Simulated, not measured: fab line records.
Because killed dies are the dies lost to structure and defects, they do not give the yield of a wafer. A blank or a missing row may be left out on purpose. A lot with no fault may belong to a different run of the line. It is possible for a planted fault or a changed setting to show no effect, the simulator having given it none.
Which tool is to blame? | flow sky130 | Sampling: 12 lots, 36 wafers, 5 of 708 route steps

WHAT EACH GAUGE READ, for each wafer
SKY_SD_N_RS_MEAS_16: uses a four-point probe to measure. Usual: SD_N_RS gives 68.62 ohm/sq (standard deviation 0.11).
lot  | measured     | on           | SD_N_RS (ohm/sq)                    | flag
L949 | day 27 04:17 | filmMetro-03 | 68.86 68.76 68.58                   | 
L952 | day 28 13:48 | filmMetro-02 | 68.56 68.56 68.56                   | 
L953 | day 30 01:02 | filmMetro-03 | 68.68 68.66 68.68                   | 
L954 | day 30 08:16 | filmMetro-04 | 68.63 68.62 68.84                   | 
L955 | day 30 08:49 | filmMetro-03 | 68.67 68.52 68.55                   | 
L957 | day 30 14:53 | filmMetro-03 | 65.90 66.05 65.92 65.98 65.98 65.94 | OFF
L958 | day 31 00:10 | filmMetro-03 | 66.05 66.04 65.93 65.99 66.12 66.03 | OFF
L961 | day 31 17:55 | filmMetro-03 | 68.63 68.66 68.66                   | 
L968 | day 34 05:10 | filmMetro-03 | 68.57 68.68 68.56                   | 
L970 | day 35 10:14 | filmMetro-03 | 68.58 68.72 68.59                   | 
L972 | day 35 11:14 | filmMetro-04 | 68.62 68.58 68.78                   | 
L971 | day 35 16:41 | filmMetro-04 | 68.76 68.65 68.63                   | 

SKY_CONTACT_THK_MEAS_26: measures by xrf. Usual: CONTACT_W_THK gives 350 nm (standard deviation 6).
lot  | measured     | on           | CONTACT_W_THK (nm) | flag
L949 | day 30 22:24 | filmMetro-04 | 342 336 342        | 
L952 | day 32 07:58 | filmMetro-04 | 344 345 341        | 
L953 | day 33 15:43 | filmMetro-01 | 348 351 350        | 
L954 | day 33 22:33 | filmMetro-04 | 343 343 344        | 
L955 | day 33 23:31 | filmMetro-03 | 357 353 360        | 
L957 | day 34 04:46 | filmMetro-03 | 353 354 352        | 
L958 | day 34 13:54 | filmMetro-03 | 352 353 352        | 
L961 | day 35 07:43 | filmMetro-04 | 341 339 344        | 
L968 | day 37 16:13 | filmMetro-01 | 352 351 350        | 
L970 | day 38 21:28 | filmMetro-04 | 343 344 345        | 
L972 | day 38 21:39 | filmMetro-01 | 355 350 354        | 
L971 | day 39 02:14 | filmMetro-01 | 363 359 364        | 

WHAT TOOL EACH LOT RAN ON (gives the tool, then ch and the chambers of the sampled wafers, and finally the start)
lot  | SKY_SD_N_IMPLANT_10             | SKY_CONTACT_STRIP_19                | SKY_CONTACT_SPUTTER_23
L949 | implanter-01 ch 0, day 27 03:44 | plasmaAsher-01 ch 0,1, day 30 21:31 | pvdSputter-03, day 30 22:07
L952 | implanter-03 ch 0, day 28 13:16 | plasmaAsher-02 ch 0,1, day 32 07:04 | pvdSputter-03, day 32 07:40
L953 | implanter-01 ch 0, day 30 00:31 | plasmaAsher-01 ch 0,1, day 33 14:46 | pvdSputter-03, day 33 15:24
L954 | implanter-03 ch 0, day 30 07:44 | plasmaAsher-01 ch 0,1, day 33 21:40 | pvdSputter-02, day 33 22:16
L955 | implanter-01 ch 0, day 30 08:17 | plasmaAsher-02 ch 0,1, day 33 22:37 | pvdSputter-03, day 33 23:13
L957 | implanter-02 ch 0, day 30 14:02 | plasmaAsher-02 ch 0,1, day 34 03:52 | pvdSputter-02, day 34 04:28
L958 | implanter-03 ch 0, day 30 23:14 | plasmaAsher-03 ch 0,1, day 34 13:02 | pvdSputter-02, day 34 13:35
L961 | implanter-02 ch 0, day 31 17:23 | plasmaAsher-02 ch 0,1, day 35 06:48 | pvdSputter-01, day 35 07:25
L968 | implanter-01 ch 0, day 34 04:38 | plasmaAsher-03 ch 0,1, day 37 15:20 | pvdSputter-01, day 37 15:54
L970 | implanter-03 ch 0, day 35 09:41 | plasmaAsher-03 ch 0,1, day 38 20:31 | pvdSputter-03, day 38 21:10
L972 | implanter-03 ch 0, day 35 10:41 | plasmaAsher-02 ch 0,1, day 38 20:39 | pvdSputter-02, day 38 21:15
L971 | implanter-03 ch 0, day 35 16:08 | plasmaAsher-01 ch 0,1, day 39 01:19 | pvdSputter-03, day 39 01:57
- SKY_SD_N_IMPLANT_10
- SKY_CONTACT_STRIP_19: strips in O2/N2.
- SKY_CONTACT_SPUTTER_23: material TiN, target thk 20 nm, time 80 s.

AS READ BY THE TOOLS THEMSELVES (means over the sampled wafers that have a number; for cases with no such wafer, the mark the record gives instead)
SKY_SD_N_IMPLANT_10. Usual: beamOnS at 11.1 s, with a standard deviation of 1.2.
lot  | tool         | beamOnS (s) | flag
L949 | implanter-01 | 12.9        | 
L952 | implanter-03 | 10.1        | 
L953 | implanter-01 | 12.7        | 
L954 | implanter-03 | 10.0        | 
L955 | implanter-01 | 12.5        | 
L957 | implanter-02 | 11.4        | 
L958 | implanter-03 | 10.0        | 
L961 | implanter-02 | 11.5        | 
L968 | implanter-01 | 12.9        | 
L970 | implanter-03 | 10.2        | 
L972 | implanter-03 | 9.9         | 
L971 | implanter-03 | 10.2        | 

SKY_CONTACT_STRIP_19. Usual: drypumpMotorCurrentA 5.3 A, standard deviation 0.34; oesProductAu 0.380 a.u., standard deviation 0.0047; stripTimeToEndpointS 3.607 s, standard deviation 0.02.
lot  | tool           | drypumpMotorCurrentA (A) | oesProductAu (a.u.) | stripTimeToEndpointS (s) | flag
L949 | plasmaAsher-01 | 5.0                      | 0.382               | 3.594                    | 
L952 | plasmaAsher-02 | 5.2                      | 0.377               | 3.594                    | 
L953 | plasmaAsher-01 | 5.1                      | 0.384               | 3.612                    | 
L954 | plasmaAsher-01 | 5.0                      | 0.376               | 3.617                    | 
L955 | plasmaAsher-02 | 5.2                      | 0.380               | 3.600                    | 
L957 | plasmaAsher-02 | 5.2                      | 0.386               | 3.617                    | 
L958 | plasmaAsher-03 | 5.6                      | 0.381               | 3.627                    | 
L961 | plasmaAsher-02 | 5.4                      | 0.381               | 3.612                    | 
L968 | plasmaAsher-03 | 5.7                      | 0.380               | 3.607                    | 
L970 | plasmaAsher-03 | 5.7                      | 0.378               | 3.609                    | 
L972 | plasmaAsher-02 | 5.4                      | 0.382               | 3.606                    | 
L971 | plasmaAsher-01 | 5.0                      | 0.379               | 3.606                    | 

SKY_CONTACT_SPUTTER_23. Usual: throttleValvePct at 29.9 %, with a standard deviation of 1.
lot  | tool          | throttleValvePct (%) | flag
L949 | pvdSputter-03 | 29.2                 | 
L952 | pvdSputter-03 | 29.6                 | 
L953 | pvdSputter-03 | 29.1                 | 
L954 | pvdSputter-02 | 31.3                 | 
L955 | pvdSputter-03 | 29.0                 | 
L957 | pvdSputter-02 | 29.9                 | 
L958 | pvdSputter-02 | 30.7                 | 
L961 | pvdSputter-01 | 29.7                 | 
L968 | pvdSputter-01 | 29.4                 | 
L970 | pvdSputter-03 | 29.8                 | 
L972 | pvdSputter-02 | 30.7                 | 
L971 | pvdSputter-03 | 29.3                 | 

THE ANSWER, worked out from the rows above alone
Rule: a lot is off if the mean of its wafers that have a number lies more than 3 standard deviations from the usual mean. A lot without any number at a reading at which 4 lots or more have one is off too. All remaining lots with rows at the step are treated as sound. The gauges are gone through in route order, then the tools' own readings, and for those a lot's mean is taken as printed above. The first step at which some lot is off is used, and at that step the reading that is off furthest; a lot without a number counts as furthest.
Off: L957, L958, at SKY_SD_N_RS_MEAS_16 (SD_N_RS).
A tool fits if, at a process step before that reading, it ran every lot that is off, and no sound lot after the first of them. Those tools and the gauges at SKY_SD_N_RS_MEAS_16 are tried in the same way. None of those tried fits.

WHAT THE SIMULATOR HAD PUT IN
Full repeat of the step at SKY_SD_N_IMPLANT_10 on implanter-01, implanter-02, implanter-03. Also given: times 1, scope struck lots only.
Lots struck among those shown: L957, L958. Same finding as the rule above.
